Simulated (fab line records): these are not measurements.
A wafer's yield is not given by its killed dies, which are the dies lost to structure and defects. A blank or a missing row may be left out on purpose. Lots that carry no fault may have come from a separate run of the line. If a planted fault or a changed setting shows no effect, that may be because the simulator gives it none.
Which of the tools did it? + flow sky130 + 12 lots with 36 wafers sampled at 5 steps, on a route of 708 steps

## WHAT THE GAUGES SHOWED, per wafer
SKY_SONOS_ONO_THK_MEAS_05. Usual: for SONOS_ONO_CVD_04_THK the level is 5.75 nm and the standard deviation is 0.1.
| lot  | measured     | on            | SONOS_ONO_CVD_04_THK (nm) | flag |
|------|--------------|---------------|---------------------------|------|
| L929 | day 12 07:50 | film_metro-04 | 5.81 5.84 5.79            |      |
| L930 | day 12 07:50 | film_metro-02 | 5.82 5.80 5.84            |      |
| L931 | day 13 00:16 | film_metro-02 | 5.76 5.81 5.86            |      |
| L932 | day 13 00:16 | film_metro-04 | 5.77 5.85 5.91            |      |
| L933 | day 13 06:20 | film_metro-01 | 5.68 5.71 5.64            |      |
| L936 | day 13 19:28 | film_metro-04 | 5.67 5.71 5.81            |      |
| L935 | day 14 01:40 | film_metro-02 | 5.65 5.57 5.69            |      |
| L938 | day 14 21:41 | film_metro-04 | 5.74 5.76 5.65            |      |
| L940 | day 15 12:57 | film_metro-02 | 5.63 5.69 5.78            |      |
| L941 | day 15 19:31 | film_metro-02 | 5.86 5.98 5.93            |      |
| L943 | day 16 06:14 | film_metro-01 | 5.88 5.89 5.86            |      |
| L951 | day 19 01:48 | film_metro-04 | 5.89 5.87 5.98            |      |

SKY_LDD_N_OVL_MEAS_07. Usual: for LDD_N_OVL the level is -0.7 nm and the standard deviation is 1.4.
| lot  | measured     | on         | LDD_N_OVL (nm)    | flag |
|------|--------------|------------|-------------------|------|
| L929 | day 18 10:05 | overlay-01 | -1.1 0.4 0.4      |      |
| L930 | day 18 12:24 | overlay-02 | 1.1 0.2 -2.6      |      |
| L931 | day 19 09:57 | overlay-01 | -1.5 0.0 -3.1     |      |
| L932 | day 19 08:15 | overlay-01 | -0.6 -0.1 -1.6    |      |
| L933 | day 19 20:11 | overlay-01 | -75.8 -72.7 -73.9 | OFF  |
| L936 | day 20 08:33 | overlay-02 | -74.3 -75.3 -76.1 | OFF  |
| L935 | day 20 13:21 | overlay-01 | -75.7 -75.6 -75.6 | OFF  |
| L938 | day 21 12:53 | overlay-01 | -75.6 -75.6 -74.7 | OFF  |
| L940 | day 22 02:24 | overlay-01 | -0.3 -1.1 -3.8    |      |
| L941 | day 22 07:57 | overlay-01 | 0.4 1.1 -1.6      |      |
| L943 | day 22 23:41 | overlay-02 | -3.0 -2.5 -2.9    |      |
| L951 | day 25 20:12 | overlay-01 | 1.1 0.0 0.5       |      |

SKY_LDD_P_OVL_MEAS_08. Usual: for LDD_P_OVL the level is -1.4 nm and the standard deviation is 1.6.
| lot  | measured     | on         | LDD_P_OVL (nm) | flag |
|------|--------------|------------|----------------|------|
| L929 | day 19 17:37 | overlay-02 | -1.5 -1.9 -2.2 |      |
| L930 | day 19 20:26 | overlay-02 | -5.2 -3.0 -3.4 |      |
| L931 | day 20 18:19 | overlay-01 | -2.8 -1.7 -2.1 |      |
| L932 | day 20 16:01 | overlay-01 | -0.4 -0.1 0.5  |      |
| L933 | day 21 04:02 | overlay-02 | -3.9 -1.9 -4.2 |      |
| L936 | day 21 16:41 | overlay-02 | -1.7 -3.8 -1.9 |      |
| L935 | day 21 21:34 | overlay-01 | -2.4 -3.6 -3.8 |      |
| L938 | day 22 19:25 | overlay-02 | -1.1 -0.1 -1.6 |      |
| L940 | day 23 09:53 | overlay-01 | 0.7 -1.2 0.7   |      |
| L941 | day 23 15:22 | overlay-01 | -3.4 0.6 -0.8  |      |
| L943 | day 24 07:49 | overlay-02 | 0.5 0.9 -0.2   |      |
| L951 | day 27 02:46 | overlay-02 | -2.8 -1.7 -3.4 |      |

## WHICH TOOL RAN EACH LOT (tool, then ch and the chambers of the sampled wafers, then the start)
| lot  | SKY_POLY_GATE_ETCH_15              | SKY_LDD_N_EXPOSE_04                 |
|------|------------------------------------|-------------------------------------|
| L929 | rie_diel-04 ch 0,1,3, day 17 02:19 | iline_stepper-02 ch 0, day 17 19:02 |
| L930 | rie_diel-02 ch 0,1,3, day 17 04:57 | iline_stepper-02 ch 0, day 17 21:58 |
| L931 | rie_diel-04 ch 1,3, day 18 01:32   | iline_stepper-01 ch 0, day 18 19:13 |
| L932 | rie_diel-02 ch 0,3, day 17 23:35   | iline_stepper-01 ch 0, day 18 17:10 |
| L933 | rie_diel-02 ch 0,1,3, day 18 11:24 | iline_stepper-01 ch 0, day 19 05:03 |
| L936 | rie_diel-04 ch 1,2,3, day 18 23:18 | iline_stepper-01 ch 0, day 19 17:02 |
| L935 | rie_diel-01 ch 0,2, day 19 04:10   | iline_stepper-01 ch 0, day 19 22:28 |
| L938 | rie_diel-02 ch 0,2,3, day 20 03:28 | iline_stepper-01 ch 0, day 20 21:15 |
| L940 | rie_diel-04 ch 0,1, day 20 18:06   | iline_stepper-02 ch 0, day 21 11:44 |
| L941 | rie_diel-02 ch 0,1,2, day 21 00:13 | iline_stepper-02 ch 0, day 21 17:06 |
| L943 | rie_diel-02 ch 0,1,3, day 21 15:36 | iline_stepper-02 ch 0, day 22 08:40 |
| L951 | rie_diel-04 ch 1, day 24 12:45     | iline_stepper-02 ch 0, day 25 05:44 |
- SKY_POLY_GATE_ETCH_15: etches BARC in N2/H2, stops on SiO2, time 118.5 s, target depth 110 nm.
- SKY_LDD_N_EXPOSE_04: exposes mask NTM, target cd 840 nm.

## WHAT THE TOOLS THEMSELVES READ (means of the sampled wafers that have a number; where no wafer has one, the mark that the record gives instead)
SKY_POLY_GATE_ETCH_15. Usual: drypump_motor_current_A 5.8 A, standard deviation 0.47; oes_product_au 0.716 a.u., standard deviation 0.0044; throttle_valve_pct 13.212 %, standard deviation 0.0091.
| lot  | tool        | drypump_motor_current_A (A) | oes_product_au (a.u.) | throttle_valve_pct (%) | flag |
|------|-------------|-----------------------------|-----------------------|------------------------|------|
| L929 | rie_diel-04 | 5.7                         | 0.714                 | 13.216                 |      |
| L930 | rie_diel-02 | 5.5                         | 0.715                 | 13.210                 |      |
| L931 | rie_diel-04 | 5.7                         | 0.714                 | 13.219                 |      |
| L932 | rie_diel-02 | 5.3                         | 0.714                 | 13.212                 |      |
| L933 | rie_diel-02 | 5.5                         | 0.721                 | 13.220                 |      |
| L936 | rie_diel-04 | 5.8                         | 0.714                 | 13.204                 |      |
| L935 | rie_diel-01 | 6.5                         | 0.711                 | 13.218                 |      |
| L938 | rie_diel-02 | 5.5                         | 0.715                 | 13.215                 |      |
| L940 | rie_diel-04 | 5.6                         | 0.708                 | 13.213                 |      |
| L941 | rie_diel-02 | 5.4                         | 0.713                 | 13.210                 |      |
| L943 | rie_diel-02 | 5.5                         | 0.720                 | 13.220                 |      |
| L951 | rie_diel-04 | 5.2                         | 0.716                 | 13.205                 |      |

SKY_LDD_N_EXPOSE_04. Usual: exposure_dose_mJ_cm2 at 110.00, with a standard deviation of 0.11.
| lot  | tool             | exposure_dose_mJ_cm2 | flag |
|------|------------------|----------------------|------|
| L929 | iline_stepper-02 | 110.00               |      |
| L930 | iline_stepper-02 | 109.88               |      |
| L931 | iline_stepper-01 | 110.06               |      |
| L932 | iline_stepper-01 | 109.98               |      |
| L933 | iline_stepper-01 | 110.09               |      |
| L936 | iline_stepper-01 | 110.07               |      |
| L935 | iline_stepper-01 | 110.07               |      |
| L938 | iline_stepper-01 | 109.85               |      |
| L940 | iline_stepper-02 | 109.88               |      |
| L941 | iline_stepper-02 | 109.98               |      |
| L943 | iline_stepper-02 | 109.90               |      |
| L951 | iline_stepper-02 | 109.92               |      |

## THE ANSWER, worked out from the rows above alone
Rule: a lot counts as off when the mean over its wafers that have a number is more than 3 standard deviations away from the usual mean. Also off: a lot with no number at a reading for which 4 or more lots have one. The other lots that the step has rows for count as sound. First the gauges in route order, then the tools' own readings, where a lot's mean is used as printed above. The first step at which some lot is off is used, and at that step the reading that is off furthest; a lot without a number counts as furthest.
Off: at SKY_LDD_N_OVL_MEAS_07 (LDD_N_OVL), L933, L936, L935, L938.
A tool fits if, at a process step before that reading, it ran every lot that is off, and no sound lot after the first of them. Gauges at SKY_LDD_N_OVL_MEAS_07: tried the same way as those tools. One candidate fits, namely iline_stepper-01 at SKY_LDD_N_EXPOSE_04. A fault onset in the window from L931 (day 18 19:13, its last sound lot) to L933 (day 19 05:03, its first lot off) fits.

## WHAT WAS PUT IN BY THE SIMULATOR
Scanner matching overlay: iline_stepper-01, from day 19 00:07 on, at SKY_LDD_N_EXPOSE_04. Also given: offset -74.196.
Shown lots that were struck: L933, L936, L935, L938. The rule given above showed the same thing.
